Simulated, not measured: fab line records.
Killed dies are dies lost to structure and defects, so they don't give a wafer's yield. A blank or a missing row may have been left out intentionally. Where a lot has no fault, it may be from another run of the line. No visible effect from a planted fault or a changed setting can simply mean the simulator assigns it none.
Lot-split experiment || flow sfqLine || 5 lots, 27 wafers read, on a route of 325 steps

ABOUT THE SPLIT
At SFQ_TRILAYER_I7_DEP_PECVD_183 (deposits SiO2 from SiH4/N2O, time 111.11 s, target thk 500 nm), the setting timeS was moved away from the recipe's 111.11 s on 9 of the 27 wafers read, by -19.6% to +51.2%. All remaining wafers had this setting at the recipe value.

Reading taken at the split's own step.

THE READING
SiO2_of_TRILAYER_I7_DEP_PECVD_183.thkNm (the simulator's own value, which no gauge read), in nm, at SFQ_TRILAYER_I7_DEP_PECVD_183 (deposits SiO2 from SiH4/N2O, time 111.11 s, target thk 500 nm). The file does not state a usual value for it. Across the 18 wafers here that went through the recipe, the average is 496.0 nm and the standard deviation 5.5 nm.

{"wafer": "L074.1", "tool, chamber at the split": "pecvd-03, 2", "timeS as run, s": 168, "against the recipe": "+51.2%", "SiO2_of_TRILAYER_I7_DEP_PECVD_183.thkNm, nm": 739.5, "against lot-mates on the recipe": "+238.7"}
{"wafer": "L074.2", "tool, chamber at the split": "pecvd-03, 1", "timeS as run, s": 111.11, "against the recipe": "recipe", "SiO2_of_TRILAYER_I7_DEP_PECVD_183.thkNm, nm": 501.5, "against lot-mates on the recipe": "-"}
{"wafer": "L074.3", "tool, chamber at the split": "pecvd-03, 0", "timeS as run, s": 168, "against the recipe": "+51.2%", "SiO2_of_TRILAYER_I7_DEP_PECVD_183.thkNm, nm": 751.5, "against lot-mates on the recipe": "+250.7"}
{"wafer": "L074.4", "tool, chamber at the split": "pecvd-03, 1", "timeS as run, s": 168, "against the recipe": "+51.2%", "SiO2_of_TRILAYER_I7_DEP_PECVD_183.thkNm, nm": 765.5, "against lot-mates on the recipe": "+264.7"}
{"wafer": "L074.5", "tool, chamber at the split": "pecvd-03, 2", "timeS as run, s": 111.11, "against the recipe": "recipe", "SiO2_of_TRILAYER_I7_DEP_PECVD_183.thkNm, nm": 500.2, "against lot-mates on the recipe": "-"}
{"wafer": "L074.6", "tool, chamber at the split": "pecvd-03, 0", "timeS as run, s": 111.11, "against the recipe": "recipe", "SiO2_of_TRILAYER_I7_DEP_PECVD_183.thkNm, nm": 500.8, "against lot-mates on the recipe": "-"}
{"wafer": "L077.1", "tool, chamber at the split": "pecvd-04, 0", "timeS as run, s": 111.11, "against the recipe": "recipe", "SiO2_of_TRILAYER_I7_DEP_PECVD_183.thkNm, nm": 496.2, "against lot-mates on the recipe": "-"}
{"wafer": "L077.3", "tool, chamber at the split": "pecvd-04, 2", "timeS as run, s": 111.11, "against the recipe": "recipe", "SiO2_of_TRILAYER_I7_DEP_PECVD_183.thkNm, nm": 484.9, "against lot-mates on the recipe": "-"}
{"wafer": "L077.4", "tool, chamber at the split": "pecvd-04, 2", "timeS as run, s": 111.11, "against the recipe": "recipe", "SiO2_of_TRILAYER_I7_DEP_PECVD_183.thkNm, nm": 502.1, "against lot-mates on the recipe": "-"}
{"wafer": "L080.1", "tool, chamber at the split": "pecvd-01, 2", "timeS as run, s": 111.11, "against the recipe": "recipe", "SiO2_of_TRILAYER_I7_DEP_PECVD_183.thkNm, nm": 489.8, "against lot-mates on the recipe": "-"}
{"wafer": "L080.2", "tool, chamber at the split": "pecvd-01, 0", "timeS as run, s": 111.11, "against the recipe": "recipe", "SiO2_of_TRILAYER_I7_DEP_PECVD_183.thkNm, nm": 486.9, "against lot-mates on the recipe": "-"}
{"wafer": "L080.3", "tool, chamber at the split": "pecvd-01, 1", "timeS as run, s": 111.11, "against the recipe": "recipe", "SiO2_of_TRILAYER_I7_DEP_PECVD_183.thkNm, nm": 487.9, "against lot-mates on the recipe": "-"}
{"wafer": "L080.4", "tool, chamber at the split": "pecvd-01, 0", "timeS as run, s": 111.11, "against the recipe": "recipe", "SiO2_of_TRILAYER_I7_DEP_PECVD_183.thkNm, nm": 493.6, "against lot-mates on the recipe": "-"}
{"wafer": "L080.5", "tool, chamber at the split": "pecvd-01, 1", "timeS as run, s": 111.11, "against the recipe": "recipe", "SiO2_of_TRILAYER_I7_DEP_PECVD_183.thkNm, nm": 493.5, "against lot-mates on the recipe": "-"}
{"wafer": "L080.6", "tool, chamber at the split": "pecvd-01, 2", "timeS as run, s": 111.11, "against the recipe": "recipe", "SiO2_of_TRILAYER_I7_DEP_PECVD_183.thkNm, nm": 499.7, "against lot-mates on the recipe": "-"}
{"wafer": "L081.1", "tool, chamber at the split": "pecvd-04, 0", "timeS as run, s": 111.11, "against the recipe": "recipe", "SiO2_of_TRILAYER_I7_DEP_PECVD_183.thkNm, nm": 493.1, "against lot-mates on the recipe": "-"}
{"wafer": "L081.2", "tool, chamber at the split": "pecvd-04, 2", "timeS as run, s": 129.6, "against the recipe": "+16.6%", "SiO2_of_TRILAYER_I7_DEP_PECVD_183.thkNm, nm": 570.1, "against lot-mates on the recipe": "+71.3"}
{"wafer": "L081.3", "tool, chamber at the split": "pecvd-04, 2", "timeS as run, s": 111.11, "against the recipe": "recipe", "SiO2_of_TRILAYER_I7_DEP_PECVD_183.thkNm, nm": 503.7, "against lot-mates on the recipe": "-"}
{"wafer": "L081.4", "tool, chamber at the split": "pecvd-04, 0", "timeS as run, s": 111.11, "against the recipe": "recipe", "SiO2_of_TRILAYER_I7_DEP_PECVD_183.thkNm, nm": 499.7, "against lot-mates on the recipe": "-"}
{"wafer": "L081.5", "tool, chamber at the split": "pecvd-04, 2", "timeS as run, s": 129.6, "against the recipe": "+16.6%", "SiO2_of_TRILAYER_I7_DEP_PECVD_183.thkNm, nm": 577.9, "against lot-mates on the recipe": "+79.1"}
{"wafer": "L081.6", "tool, chamber at the split": "pecvd-04, 0", "timeS as run, s": 129.6, "against the recipe": "+16.6%", "SiO2_of_TRILAYER_I7_DEP_PECVD_183.thkNm, nm": 583.6, "against lot-mates on the recipe": "+84.8"}
{"wafer": "L085.1", "tool, chamber at the split": "pecvd-03, 0", "timeS as run, s": 111.11, "against the recipe": "recipe", "SiO2_of_TRILAYER_I7_DEP_PECVD_183.thkNm, nm": 499.8, "against lot-mates on the recipe": "-"}
{"wafer": "L085.2", "tool, chamber at the split": "pecvd-03, 1", "timeS as run, s": 111.11, "against the recipe": "recipe", "SiO2_of_TRILAYER_I7_DEP_PECVD_183.thkNm, nm": 498.6, "against lot-mates on the recipe": "-"}
{"wafer": "L085.3", "tool, chamber at the split": "pecvd-03, 2", "timeS as run, s": 111.11, "against the recipe": "recipe", "SiO2_of_TRILAYER_I7_DEP_PECVD_183.thkNm, nm": 496, "against lot-mates on the recipe": "-"}
{"wafer": "L085.4", "tool, chamber at the split": "pecvd-03, 0", "timeS as run, s": 89.28, "against the recipe": "-19.6%", "SiO2_of_TRILAYER_I7_DEP_PECVD_183.thkNm, nm": 409.3, "against lot-mates on the recipe": -88.8}
{"wafer": "L085.5", "tool, chamber at the split": "pecvd-03, 1", "timeS as run, s": 89.28, "against the recipe": "-19.6%", "SiO2_of_TRILAYER_I7_DEP_PECVD_183.thkNm, nm": 411.9, "against lot-mates on the recipe": -86.2}
{"wafer": "L085.6", "tool, chamber at the split": "pecvd-03, 2", "timeS as run, s": 89.28, "against the recipe": "-19.6%", "SiO2_of_TRILAYER_I7_DEP_PECVD_183.thkNm, nm": 404.6, "against lot-mates on the recipe": -93.5}

FIT RESULTS
A straight line over all 27 wafers: SiO2_of_TRILAYER_I7_DEP_PECVD_183.thkNm changes by +4.91 nm for each +1% of timeS; r = +1.00; the points scatter about the line by 7.1 nm.
The same after taking each lot's own level away (the mean of its wafers on the recipe; 27 wafers): +4.84 nm for each +1%; r = +1.00; scatter 6.1 nm.
On that fit, the largest move of timeS shifts the reading by 2.5e+02 nm.
The lots' own levels span 491.90 to 500.83 nm, that is 1.6 times the standard deviation above.
Consequently the slope shifts little with the lot-to-lot level, the two slopes agreeing.
Check: +252 nm against its lot-mates is what the line predicts for one of the wafers moved furthest among these (+51.2%) when that wafer is left out of the fit. Against them it came out at +239 nm.

OTHER SPLITS APPLIED TO THESE WAFERS
Note: prior to the reading, these wafers also went through further splits. Each is held against what the fit with the lots' levels taken away leaves over:
{"other split on the same wafers": "SFQ_TRILAYER_R5_ETCH_METAL_ETCH_139 timeS", "wafers away from the commonest value": 6, "r with SiO2_of_TRILAYER_I7_DEP_PECVD_183.thkNm (lot level and that fit taken away)": "+0.08"}
{"other split on the same wafers": "SFQ_TRILAYER_M6_BARC_OPEN_METAL_ETCH_206 timeS", "wafers away from the commonest value": 6, "r with SiO2_of_TRILAYER_I7_DEP_PECVD_183.thkNm (lot level and that fit taken away)": "+0.18"}
{"other split on the same wafers": "SFQ_TRILAYER_M7_DEP_SPUTTER_175 timeS", "wafers away from the commonest value": 9, "r with SiO2_of_TRILAYER_I7_DEP_PECVD_183.thkNm (lot level and that fit taken away)": -0.13}

THE WHOLE CHAIN: every reading that the file lists as answering this split, in the file's order
{"step": "SFQ_TRILAYER_I7_DEP_PECVD_183", "what it does": "deposits SiO2 from SiH4/N2O, time 111.11 s, target thk 500 nm", "reading": "SiO2_of_TRILAYER_I7_DEP_PECVD_183.thkNm (the simulator's own value, which no gauge read)", "change (the file's fit)": "+4.85 nm for each +1% of the setting", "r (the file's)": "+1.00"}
{"step": "SFQ_TRILAYER_I7_CMP_CMP_184", "what it does": "polishes SiO2", "reading": "timeToEndpointS", "change (the file's fit)": "withheld for each +1% of the setting", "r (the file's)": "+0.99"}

FILE'S OWN FIT
SiO2_of_TRILAYER_I7_DEP_PECVD_183.thkNm changes by +4.85 nm for each +1% of timeS, r = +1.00.
